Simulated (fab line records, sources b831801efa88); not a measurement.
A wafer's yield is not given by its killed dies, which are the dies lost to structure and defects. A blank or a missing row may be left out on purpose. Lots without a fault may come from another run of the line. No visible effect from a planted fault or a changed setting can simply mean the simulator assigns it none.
Comparing a struck lot with a sound one ; flow sky130 ; 22 steps out of a route of 708
Sound: wafers L557.1, L557.2, L557.5. Wafers struck: L549.2, L549.5, L549.6. The cause comes at the end.
For every step that has rows: the tool of each side, followed by ch and its chambers, followed by its first start. Under that, the readings that differ: sound wafers ; struck wafers ; difference of the means ; sigmas: that difference in standard deviations of wafers without a fault.
alike: words and numbers the same on both sides, and readings whose means are apart by under 2 such deviations; not compared: readings that were withheld, readings missing a value for some wafer, numbers with overlapping values and no deviation given by the record, and bounds like >300 which may hide the same value.
A row with sigmas, a row that says differs or no value, or rows on one side alone: a step with any of these is where the two part. Numbers that have no deviation but don't overlap get no sigmas and don't part them. A reading missing from all wafers of one side parts the sides only when that side holds two or more wafers.

SKY_METAL4_SPUTTER_00: material Ti, target thk 15 nm, time 10 s.
  struck on pvd sputter-02, day 43 15:56; sound on pvd sputter-03, day 45 14:28
reading;sound;struck;difference;sigmas
throttle valve pct (%);28.6 29.1 28.8;31.4 31.6 31.1;+2.5;+3
  alike: chamber pressure pa
then, 1 step without rows for these wafers: SKY_METAL4_SPUTTER_01 (material TiN, target thk 20 nm, time 16.7 s).
SKY_METAL4_SPUTTER_02: material AlCu, target thk 735 nm, time 39.1 s.
  struck on pvd sputter-02, day 43 15:59; sound on pvd sputter-03, day 45 14:31
reading;sound;struck;difference;sigmas
throttle valve pct (%);28.9 28.8 28.9;31.1 31.4 31.0;+2.3;+3
  alike: chamber pressure pa
SKY_METAL4_SPUTTER_03: material Ti, target thk 5 nm, time 3.3 s.
  struck on pvd sputter-02, day 43 16:01; sound on pvd sputter-03, day 45 14:33
reading;sound;struck;difference;sigmas
throttle valve pct (%);28.8 29.0 28.7;30.8 31.2 30.9;+2.1;+3
  alike: chamber pressure pa
then, 1 step without rows for these wafers: SKY_METAL4_SPUTTER_04 (material TiN, target thk 70 nm, time 58.3 s).
SKY_CAP2M_CVD_00: deposits SiO2, target thk 15.5 nm.
  sound on pecvd-01 ch 0,2, day 45 14:37; struck on pecvd-01 ch 1,2, day 43 16:05
reading;sound;struck;difference;sigmas
heater power w (W);574 871 884;533 520 455;-274;-3
SKY_CAP2M_THK_MEAS_01:
  struck on film metro-03, day 43 16:07; sound on film metro-01, day 45 14:38
  alike: CAP2M_CVD_00_THK
SKY_CAP2M_SPUTTER_02: material TiN, target thk 200 nm, time 166.7 s.
  struck on pvd sputter-04, day 43 16:10; sound on pvd sputter-03, day 45 14:42
  alike: chamber pressure pa, throttle valve pct
SKY_CAP2M_RS_MEAS_03: uses a four-point probe to measure.
  struck on film metro-01, day 43 16:18; sound on film metro-04, day 45 14:49
  alike: CAP2M_TIN_RS
SKY_CAP2M_THK_MEAS_04: measures by xrf.
  struck on film metro-01, day 43 16:25; sound on film metro-04, day 45 14:56
  alike: CAP2M_TIN_THK
then, 2 steps without rows for these wafers: SKY_CAP2M_DEHYDRATE_05 (time 60 s); SKY_CAP2M_HMDS_06 (prime time 60 s).
SKY_CAP2M_COAT_07: resist thk 1140 nm.
  sound on litho track-01 ch 0, day 46 01:04; struck on litho track-03 ch 0, day 44 03:08
reading;sound;struck;difference;sigmas
spin speed rpm (rpm);3002.7 2997.2 3000.0;2714.4 2712.2 2713.9;-286.5;-99 or more
model.NOVOLAK_of_CAP2M_COAT_07.thk nm (nm);1145 1148 1144;1201 1201 1203;+56;
then, 4 steps without rows for these wafers: SKY_CAP2M_SOFTBAKE_08 (time 60 s); SKY_CAP2M_EXPOSE_09 (exposes mask CAP2M, target cd 1000 nm); SKY_CAP2M_PEB_10; SKY_CAP2M_DEVELOP_11 (develop time 60 s).
SKY_CAP2M_OVL_MEAS_12:
  struck on overlay-02, day 44 14:31; sound on overlay-02, day 46 11:48
  alike: CAP2M_OVL
SKY_CAP2M_METAL_ETCH_13: etches TiN in Cl2/BCl3, stops on SiO2, target depth 220 nm, time 62.9 s.
  sound on rie metal-02 ch 0,1, day 46 11:50; struck on rie metal-02 ch 0,1, day 44 14:32
reading;sound;struck;difference;sigmas
model.NOVOLAK_of_CAP2M_COAT_07.thk nm (nm);993.9 999.2 994.4;1050 1050 1053;+55;
  alike: drypump motor current A, mfc cl2 sccm, oes product au, throttle valve pct
  not compared: rf hours counter h, model.CAP2M.cd nm
SKY_CAP2M_STRIP_14: strips in O2/N2.
  sound on plasma asher-03 ch 0,1, day 46 11:55; struck on plasma asher-02 ch 0,1, day 44 14:37
reading;sound;struck;difference;sigmas
strip time to endpoint s (s);12.67 12.74 12.67;13.23 13.22 13.27;+0.55;+10
  alike: drypump motor current A, oes product au
  not compared: rf hours counter h
then, 1 step without rows for these wafers: SKY_CAP2M_STRIP_15 (strips in post etch residue remover, time 1200 s).
-- the record jumps here: 4 days lie between the struck wafers' starts before and after (it left off in module CAP2M and takes up again in module PAD_OPEN, whose first step shown is number 708 of the route) --
SKY_PAD_OPEN_PROBE_99:
  only the struck wafers here have rows in the record (prober-01, day 49 02:25); the sound ones have none

## WHERE THEY PART
Last at SKY_PAD_OPEN_PROBE_99 as far as this record goes, first at SKY_METAL4_SPUTTER_00.

WHY: what the simulator had put in
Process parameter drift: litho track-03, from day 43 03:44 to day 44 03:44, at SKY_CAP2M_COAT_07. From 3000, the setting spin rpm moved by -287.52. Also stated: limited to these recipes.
